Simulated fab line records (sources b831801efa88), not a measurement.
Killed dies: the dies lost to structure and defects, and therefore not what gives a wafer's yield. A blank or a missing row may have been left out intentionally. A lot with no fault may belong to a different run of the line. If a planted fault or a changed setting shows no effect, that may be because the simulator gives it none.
Problem report, 8D (eight disciplines) form, completed by code -- flow gf180mcu -- the parts of the form that need people (team, actions taken, sign-off) are left out

1. WHAT WENT WRONG
Across 6 wafers from 2 lots, STI_CVD_03_THK at GF_STI_THK_MEAS_04 averages 158.5 nm, while fault-free wafers read 207.1 nm with a standard deviation of 1.9. Measured from the usual mean, that is -26 standard deviations.
Earliest sighting: wafer L274.1 on film metro-02 at day 4 06:34. The record has a number at this step for 33 wafers belonging to 11 lots. Rule for "out" (also "out of limits"): further than 4 standard deviations from the usual mean. Any other wafer with a number is counted as sound.

2. WHAT IT IS, AND WHAT IT ISN'T
question,is,is not
which readings at this step,STI_CVD_03_THK,-
which lots,"L274, L275","L262, L265, L267, L268, L269, L271, L272, L278, L284"
which wafers of those lots,all that have a number,-
read on which gauges,film metro-02,"film metro-03, film metro-04"
when,from day 4 06:34,"up to then (21 sound wafers); but 6 sound wafers of L278, L284 came after"

3. WHAT RULES OUT EACH SUSPECT
Counting: a tool at any process step up to the reading remains a suspect when it ran all the lots that are out and ran no sound lot after the first of those.
- ruled out: the gauge at GF_STI_THK_MEAS_04. All the wafers that are out were read on film metro-02, but those of them that GF_STI_ETCH_13 has rows for are out there too, on other tools.
- lpcvd-01 at GF_STI_CVD_03 (deposits Si3N4 from DCS/NH3, target thk 207.16 nm, time 3551 s): kept. It ran every lot that is out, first L274 (day 4 04:34), and no sound lot after that; its last sound lot up to then is L272 (day 3 20:34).
After counting, what remains is lpcvd-01 at GF_STI_CVD_03.

4. THE CAUSE (what the simulator had put in)
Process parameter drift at GF_STI_CVD_03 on lpcvd-01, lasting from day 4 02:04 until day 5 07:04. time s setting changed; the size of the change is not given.
Only this tool survived the counting.

5. SEQUENCE OF EFFECTS, ordered by route
Each row: a reading whose mean over the struck wafers that have a number lies more than 3 standard deviations from the usual. Scope: only readings with a usual standard deviation given in the record; hours: median across lots of the time from each lot's start at the first step in this table that gives one to its start at this step; sigmas: change in usual standard deviations.
hours,step,reading,usual,on struck wafers,change,sigmas
0,GF_STI_THK_MEAS_04,STI_CVD_03_THK,207.1 nm,158.5,-48.6,-26
13,GF_STI_ETCH_13,oes product au,0.833 a.u.,0.727,-0.106,-17
13,GF_STI_ETCH_13,throttle valve pct,8.809 %,8.777,-0.031,-3.5
The process steps in it:
- GF_STI_ETCH_13: etches the open film in CHF3/O2, stops on Si, target depth 282.31 nm, time 112.9 s.
Later measuring or inspecting steps at which every struck wafer that the step has a row for has a number for every such reading, and none has moved that far: GF_DUAL_GATE_OVL_MEAS_11, GF_POLY_GATE_THK_MEAS_01.

6. HOW IT WOULD HAVE BEEN CAUGHT EARLIER
Counted from the fault's start at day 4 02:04, it took 4 hours until the first out-of-limits reading at a measuring or inspecting step in this record, taken at day 4 06:34.
Tool readings at GF_STI_CVD_03 with a usual standard deviation given in the record: none out on any struck wafer, hence no alarm at a limit of 4 standard deviations on them.
Among the 2 lots that are out, L275 began GF_STI_CVD_03 on lpcvd-01 after day 4 06:34. Putting the tool on hold at that point would have spared it.
